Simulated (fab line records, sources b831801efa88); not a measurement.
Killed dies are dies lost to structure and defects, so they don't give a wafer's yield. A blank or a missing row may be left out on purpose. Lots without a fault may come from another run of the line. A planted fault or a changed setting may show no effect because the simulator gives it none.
One fault seen from 2 desks | flow sky130 | each desk has only its own numbers; what lay behind them comes last

THE METROLOGY DESK
What the gauges read, lot by lot, whatever tool the lot ran on: means of the sampled wafers that have a number. A lot is out of limits, marked OUT, if its mean lies more than 4 standard deviations from the usual mean; the brackets give that distance.
Columns: A = SONOS_ONO_CVD_04_THK at SKY_SONOS_ONO_THK_MEAS_05, usual 5.71 nm; B = cd_nm at SKY_LI_CONTACT_CD_MEAS_12, usual 169.6 nm
lot  | first seen here | A              | B
L552 | day 12 13:20    | 5.76           | 170.4
L553 | day 12 16:56    | 5.74           | 170.7
L554 | day 13 03:41    | 5.71           | 170.4
L555 | day 13 05:52    | 5.67           | 169.2
L558 | day 14 01:16    | 5.79           | 170.4
L559 | day 14 03:30    | 5.64           | 171.7
L567 | day 16 16:02    | 9.09 (+28) OUT | 171.5
L573 | day 19 00:25    | 5.57           | 168.8
L574 | day 19 00:26    | 5.62           | 169.4
L575 | day 19 08:14    | 5.50           | 168.9
This desk's finding: out of limits on L567; first on L567, day 16 16:02 (SONOS_ONO_CVD_04_THK at SKY_SONOS_ONO_THK_MEAS_05). In limits: L552, L553, L554, L555, L558, L559, L573, L574, L575.

THE TOOL OWNER'S DESK: lpcvd-03
The tool's own readings at SKY_SONOS_ONO_CVD_04 (deposits SiO2 from SiH4/N2O, target thk 5.7199 nm): means of the sampled wafers that have a number, for each lot that ran on this tool. A lot is out of limits, marked OUT, if its mean lies more than 4 standard deviations from the usual mean; the brackets give that distance. Of its 9 readings 7 are shown: the one that was out of limits first, and those that lie furthest out on some lot.
Columns: A = spike_tc_bottom_C at SKY_SONOS_ONO_CVD_04, usual 917.9 C; B = spike_tc_centre_C at SKY_SONOS_ONO_CVD_04, usual 900.4 C; C = spike_tc_lower_C at SKY_SONOS_ONO_CVD_04, usual 900.2 C; D = spike_tc_top_C at SKY_SONOS_ONO_CVD_04, usual 911.6 C; E = spike_tc_upper_C at SKY_SONOS_ONO_CVD_04, usual 900.8 C; F = susceptor_temp_C at SKY_SONOS_ONO_CVD_04, usual 900.0 C; G = zone_power_lower_pct at SKY_SONOS_ONO_CVD_04, usual 16.77 %
lot  | first seen here | A               | B               | C               | D               | E               | F               | G
L552 | day 12 12:04    | 917.1           | 900.3           | 901.0           | 913.6           | 899.6           | 900.1           | 16.51
L553 | day 12 15:41    | 916.7           | 901.8           | 901.3           | 912.8           | 899.6           | 899.5           | 16.71
L554 | day 13 02:24    | 916.6           | 900.3           | 899.4           | 912.2           | 899.6           | 900.2           | 16.69
L555 | day 13 04:37    | 916.3           | 900.9           | 899.7           | 913.0           | 900.0           | 899.8           | 16.67
L558 | day 14 00:00    | 919.2           | 899.0           | 901.3           | 908.7           | 902.6           | 900.4           | 17.01
L559 | day 14 02:15    | 919.6           | 899.2           | 900.9           | 909.8           | 902.0           | 900.0           | 16.83
L567 | day 16 14:46    | 951.9 (+19) OUT | 937.8 (+29) OUT | 935.7 (+37) OUT | 947.4 (+16) OUT | 935.0 (+23) OUT | 935.1 (+88) OUT | 18.32 (+6.7) OUT
L573 | day 18 23:10    | 919.9           | 899.2           | 898.9           | 909.9           | 902.0           | 899.2           | 16.97
L574 | day 18 23:10    | 917.9           | 901.3           | 899.1           | 913.5           | 899.2           | 900.1           | 16.80
L575 | day 19 06:59    | 917.8           | 901.4           | 899.8           | 912.9           | 900.1           | 899.7           | 16.63
This desk's finding: out of limits on L567; first on L567, day 16 14:46 (spike_tc_bottom_C at SKY_SONOS_ONO_CVD_04). In limits: L552, L553, L554, L555, L558, L559, L573, L574, L575.

PUT TOGETHER
The tool owner's desk could have raised an alarm at day 16 14:46, on L567.
The metrology desk could have raised an alarm at day 16 16:02, on L567.
Of the lots named, all ran SKY_SONOS_ONO_CVD_04 on lpcvd-03.

WHAT THE SIMULATOR HAD PUT IN
Process parameter drift: lpcvd-03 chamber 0, from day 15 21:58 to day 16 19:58, at SKY_SONOS_ONO_CVD_04. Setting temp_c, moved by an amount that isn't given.
Lots struck among those shown: L567.
Hours from the fault's start to each desk's first reading out of limits: the tool owner's desk, 17; the metrology desk, 18.
